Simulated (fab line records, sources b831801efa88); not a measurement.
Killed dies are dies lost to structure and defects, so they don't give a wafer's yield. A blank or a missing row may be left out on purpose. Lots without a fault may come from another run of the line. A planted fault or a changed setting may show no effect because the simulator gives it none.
Which tool did it? | flow gf180mcu | 14 lots, 42 wafers sampled, at 4 steps of a route of 602

WHAT THE GAUGES READ, wafer by wafer
GF_V5_RS_MEAS_24: measures by four-point-probe.
lot  | measured     | on            | V5_W_RS (ohm/sq)
L318 | day 28 00:04 | film_metro-02 | 0.333 0.332 0.331
L319 | day 28 03:25 | film_metro-04 | 0.327 0.327 0.328
L320 | day 28 12:02 | film_metro-04 | 0.331 0.330 0.324
L321 | day 28 16:44 | film_metro-03 | 0.329 0.329 0.323
L326 | day 30 04:31 | film_metro-04 | 0.332 0.328 0.331
L327 | day 30 09:56 | film_metro-02 | 0.327 0.327 0.327
L328 | day 30 18:45 | film_metro-02 | 0.331 0.324 0.332
L329 | day 30 22:03 | film_metro-04 | 0.329 0.326 0.330
L331 | day 31 14:13 | film_metro-02 | 0.323 0.331 0.333
L332 | day 31 16:37 | film_metro-03 | 0.327 0.331 0.326
L333 | day 31 22:46 | film_metro-04 | 0.323 0.330 0.325
L336 | day 32 20:19 | film_metro-04 | 0.320 0.327 0.327
L337 | day 32 22:08 | film_metro-02 | 0.324 0.330 0.326
L339 | day 33 08:43 | film_metro-02 | 0.334 0.324 0.332

GF_TOP_METAL_OVL_MEAS_15.
lot  | measured     | on         | TOP_METAL_OVL (nm)
L318 | day 28 20:14 | overlay-01 | -1.1 0.8 -1.5
L319 | day 28 23:50 | overlay-02 | -0.5 -0.3 -2.2
L320 | day 29 07:24 | overlay-02 | -0.7 0.0 -0.6
L321 | day 29 12:02 | overlay-01 | 0.9 0.5 1.1
L326 | day 30 23:41 | overlay-01 | 1.1 1.6 0.3
L327 | day 31 04:14 | overlay-02 | -1.3 -2.1 -2.5
L328 | day 31 13:35 | overlay-02 | 0.2 0.4 -0.7
L329 | day 31 17:10 | overlay-01 | 0.4 0.4 0.4
L331 | day 32 08:05 | overlay-02 | 2.3 2.8 2.2
L332 | day 32 09:45 | overlay-02 | -0.5 -1.4 -0.4
L333 | day 32 15:59 | overlay-02 | -0.7 -2.3 -1.5
L336 | day 33 12:12 | overlay-02 | -0.9 -1.3 -1.5
L337 | day 33 14:44 | overlay-02 | 0.5 1.3 0.0
L339 | day 34 00:50 | overlay-01 | 0.3 1.6 0.6

WHICH TOOL RAN EACH LOT (tool, then ch and the chambers of the sampled wafers, then the start)
lot  | GF_POLY_GATE_STRIP_14                | GF_V5_CVD_23
L318 | plasma_asher-02 ch 0,1, day 9 18:20  | cvd_w-01 ch 0,1, day 27 23:57
L319 | plasma_asher-01 ch 1, day 9 22:49    | cvd_w-02 ch 1, day 28 03:11
L320 | plasma_asher-02 ch 0,1, day 10 08:49 | cvd_w-02 ch 0,1, day 28 11:55
L321 | plasma_asher-01 ch 0,1, day 10 11:47 | cvd_w-02 ch 1, day 28 16:35
L326 | plasma_asher-02 ch 0,1, day 11 20:46 | cvd_w-02 ch 0,1, day 30 04:24
L327 | plasma_asher-01 ch 0,1, day 12 01:28 | cvd_w-01 ch 0,1, day 30 09:50
L328 | plasma_asher-03 ch 0,1, day 12 12:31 | cvd_w-02 ch 0,1, day 30 18:38
L329 | plasma_asher-01 ch 0,1, day 12 17:58 | cvd_w-01 ch 0,1, day 30 21:56
L331 | plasma_asher-01 ch 0,1, day 13 08:52 | cvd_w-02 ch 0,1, day 31 14:06
L332 | plasma_asher-02 ch 0, day 13 14:30   | cvd_w-01 ch 0, day 31 16:29
L333 | plasma_asher-02 ch 0,1, day 13 21:50 | cvd_w-02 ch 0,1, day 31 22:40
L336 | plasma_asher-03 ch 0,1, day 14 23:22 | cvd_w-01 ch 0,1, day 32 20:11
L337 | plasma_asher-02 ch 0,1, day 15 03:12 | cvd_w-01 ch 0,1, day 32 21:59
L339 | plasma_asher-02 ch 0,1, day 15 17:43 | cvd_w-02 ch 0,1, day 33 08:36
- GF_POLY_GATE_STRIP_14: strips in O2/N2.
- GF_V5_CVD_23: deposits W, target thk 350 nm, time 104.9 s.

WHAT THE TOOLS THEMSELVES READ (means of the sampled wafers that have a number; where no wafer has one, the mark that the record gives instead)
GF_POLY_GATE_STRIP_14.
lot  | tool            | drypump_motor_current_A (A) | heater_power_w (W) | oes_product_au (a.u.)
L318 | plasma_asher-02 | 5.9                         | 364                | 0.506
L319 | plasma_asher-01 | 5.8                         | 367                | 0.503
L320 | plasma_asher-02 | 5.5                         | 359                | 0.502
L321 | plasma_asher-01 | 6.3                         | 295                | 0.502
L326 | plasma_asher-02 | 5.5                         | 360                | 0.501
L327 | plasma_asher-01 | 6.1                         | 331                | 0.509
L328 | plasma_asher-03 | 5.5                         | 344                | 0.496
L329 | plasma_asher-01 | 6.1                         | 331                | 0.505
L331 | plasma_asher-01 | 6.3                         | 300                | 0.501
L332 | plasma_asher-02 | 5.0                         | 360                | 0.505
L333 | plasma_asher-02 | 5.5                         | 368                | 0.509
L336 | plasma_asher-03 | 5.5                         | 338                | 0.504
L337 | plasma_asher-02 | 5.4                         | 361                | 0.503
L339 | plasma_asher-02 | 5.5                         | 357                | 0.500

GF_V5_CVD_23.
lot  | tool     | heater_power_w (W)
L318 | cvd_w-01 | 819
L319 | cvd_w-02 | 983
L320 | cvd_w-02 | 935
L321 | cvd_w-02 | 993
L326 | cvd_w-02 | 944
L327 | cvd_w-01 | 823
L328 | cvd_w-02 | 938
L329 | cvd_w-01 | 824
L331 | cvd_w-02 | 954
L332 | cvd_w-01 | 842
L333 | cvd_w-02 | 896
L336 | cvd_w-01 | 827
L337 | cvd_w-01 | 806
L339 | cvd_w-02 | 947

THE ANSWER, worked out from the rows above alone
Rule: what is usual is taken from the lots themselves. Put in order of their means at a reading, lots are off if they are a third of the lots or fewer, leave a main group of 4 or more, and stand apart from it by a gap of 3 or more times the standard deviation of the main group's means; of several such gaps the widest counts. A main group whose means are all the same, to the digits that the tables above print for the reading, isn't used. A lot without any number at a reading at which 4 lots or more have one is off too. The other lots that the step has rows for count as sound. The gauges are gone through in route order, then the tools' own readings, and for those a lot's mean is taken as printed above. The first step at which some lot is off is used, and at that step the reading that is off furthest; a lot without a number counts as furthest.
No lot is off at any reading shown: from this, nothing can be told.

WHAT THE SIMULATOR HAD PUT IN
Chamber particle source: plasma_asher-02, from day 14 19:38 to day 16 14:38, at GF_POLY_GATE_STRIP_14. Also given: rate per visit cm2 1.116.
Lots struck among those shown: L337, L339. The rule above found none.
